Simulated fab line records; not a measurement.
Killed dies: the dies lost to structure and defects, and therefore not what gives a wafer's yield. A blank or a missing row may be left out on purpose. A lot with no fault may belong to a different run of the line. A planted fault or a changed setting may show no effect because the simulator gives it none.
The tool behind it: which one?    flow sky130    42 wafers from 14 lots sampled at 3 of the route's 708 steps

## WHAT THE GAUGES SHOWED, per wafer
SKY_RES_XHIGH_TW_MEAS_09. Usual: RES_XHIGH_TW gives 1644 (standard deviation 9).
lot   measured      on            RES_XHIGH_TW       flag
L466  day 26 23:24  filmMetro-02  1649 1646 1646     
L467  day 27 04:55  filmMetro-02  1649 1647 1649     
L468  day 27 10:48  filmMetro-01  1642 1650 1642     
L469  day 27 16:46  filmMetro-04  1644 1650 1652     
L474  day 29 18:02  filmMetro-02  1625 1625 1628     
L475  day 29 18:39  filmMetro-02  1639 1636 1639     
L476  day 29 22:08  filmMetro-02  1631 1642 1633     
L480  day 31 12:11  filmMetro-02  30 30 30 30 30 30  OFF
L481  day 31 17:50  filmMetro-02  30 30 30 30 30 30  OFF
L485  day 32 22:15  filmMetro-01  1645 1647 1649     
L486  day 33 06:23  filmMetro-04  1662 1652 1658     
L487  day 33 16:26  filmMetro-02  1639 1646 1645     
L488  day 33 22:09  filmMetro-01  1648 1662 1638     
L489  day 34 03:26  filmMetro-02  1641 1640 1638     

## EACH LOT AND THE TOOL THAT RAN IT (in order: tool; ch and the chambers of the sampled wafers; start)
lot   SKY_POLY_GATE_ETCH_17            SKY_RES_XHIGH_DEVELOP_06
L466  rieSi-01 ch 1,2,3, day 16 13:26  lithoTrack-01 ch 0, day 26 23:02
L467  rieSi-01 ch 1,2, day 16 19:07    lithoTrack-02 ch 0, day 27 04:31
L468  rieSi-01 ch 0,1,2, day 17 01:14  lithoTrack-03 ch 0, day 27 10:25
L469  rieSi-01 ch 1,2, day 17 04:20    lithoTrack-02 ch 0, day 27 16:22
L474  rieSi-02 ch 1,2,3, day 19 10:05  lithoTrack-01 ch 0, day 29 17:39
L475  rieSi-01 ch 0,1,2, day 19 12:07  lithoTrack-02 ch 0, day 29 18:15
L476  rieSi-01 ch 0,2, day 19 16:55    lithoTrack-03 ch 0, day 29 21:44
L480  rieSi-01 ch 1,3, day 21 12:32    lithoTrack-01, day 31 11:47
L481  rieSi-02 ch 1,2,3, day 21 15:53  lithoTrack-01, day 31 17:26
L485  rieSi-02 ch 0,1,2, day 23 03:50  lithoTrack-02 ch 0, day 32 21:51
L486  rieSi-01 ch 0,1,2, day 23 11:35  lithoTrack-01 ch 0, day 33 06:00
L487  rieSi-02 ch 0,1,2, day 23 20:38  lithoTrack-03 ch 0, day 33 16:02
L488  rieSi-01 ch 1,2,3, day 24 06:07  lithoTrack-03 ch 0, day 33 21:46
L489  rieSi-02 ch 1,2,3, day 24 13:11  lithoTrack-03 ch 0, day 34 03:02
- SKY_POLY_GATE_ETCH_17: etches poly-Si in HBr/Cl2, stops on SiO2, target depth 180 nm, time 70.5 s.
- SKY_RES_XHIGH_DEVELOP_06: develop time 60 s.

## AS READ BY THE TOOLS THEMSELVES (means over the sampled wafers that have a number; for cases with no such wafer, the mark the record gives instead)
SKY_POLY_GATE_ETCH_17. Usual: drypumpMotorCurrentA 5.6 A, standard deviation 0.55; oesProductAu 0.989 a.u., standard deviation 0.0065; throttleValvePct 33.685 %, standard deviation 0.0097.
lot   tool      drypumpMotorCurrentA (A)  oesProductAu (a.u.)  throttleValvePct (%)  flag
L466  rieSi-01  5.4                       0.991                33.685                
L467  rieSi-01  5.2                       0.995                33.679                
L468  rieSi-01  5.6                       0.989                33.681                
L469  rieSi-01  5.7                       0.972                33.687                
L474  rieSi-02  5.8                       0.996                33.685                
L475  rieSi-01  5.6                       0.979                33.696                
L476  rieSi-01  6.1                       0.990                33.679                
L480  rieSi-01  4.9                       0.988                33.694                
L481  rieSi-02  5.8                       0.991                33.687                
L485  rieSi-02  5.5                       0.987                33.676                
L486  rieSi-01  5.6                       0.987                33.689                
L487  rieSi-02  5.5                       0.995                33.688                
L488  rieSi-01  5.5                       0.991                33.683                
L489  rieSi-02  5.8                       0.984                33.680                

SKY_RES_XHIGH_DEVELOP_06. Usual: 22.99 C for chillPlateTempC, sd 0.12.
lot   tool           chillPlateTempC (C)  flag
L466  lithoTrack-01  22.78                
L467  lithoTrack-02  22.98                
L468  lithoTrack-03  22.95                
L469  lithoTrack-02  22.99                
L474  lithoTrack-01  23.03                
L475  lithoTrack-02  23.10                
L476  lithoTrack-03  22.99                
L480  lithoTrack-01  -                    OFF
L481  lithoTrack-01  -                    OFF
L485  lithoTrack-02  23.02                
L486  lithoTrack-01  22.89                
L487  lithoTrack-03  23.05                
L488  lithoTrack-03  22.93                
L489  lithoTrack-03  22.95                

## THE ANSWER, worked out from the rows above alone
Rule: take the mean of a lot's wafers that have a number; if it is more than 3 standard deviations from the usual mean, the lot is off. Also off: a lot with no number at a reading for which 4 or more lots have one. Any other lot the step has rows for is counted as sound. The gauges are gone through in route order, then the tools' own readings, and for those a lot's mean is taken as printed above. The first step at which some lot is off is used, and at that step the reading that is off furthest; a lot without a number counts as furthest.
Off: at SKY_RES_XHIGH_TW_MEAS_09 (RES_XHIGH_TW), L480, L481.
If a tool, at a process step before that reading, ran all the lots that are off and no sound lot after the first of them, it fits. The gauges at SKY_RES_XHIGH_TW_MEAS_09 aren't tried: what is off there is off at SKY_RES_XHIGH_DEVELOP_06 too, on other tools, and a gauge's error can't cause that. Not one of the candidates tried fits.

## WHAT HAD BEEN PUT IN BY THE SIMULATOR
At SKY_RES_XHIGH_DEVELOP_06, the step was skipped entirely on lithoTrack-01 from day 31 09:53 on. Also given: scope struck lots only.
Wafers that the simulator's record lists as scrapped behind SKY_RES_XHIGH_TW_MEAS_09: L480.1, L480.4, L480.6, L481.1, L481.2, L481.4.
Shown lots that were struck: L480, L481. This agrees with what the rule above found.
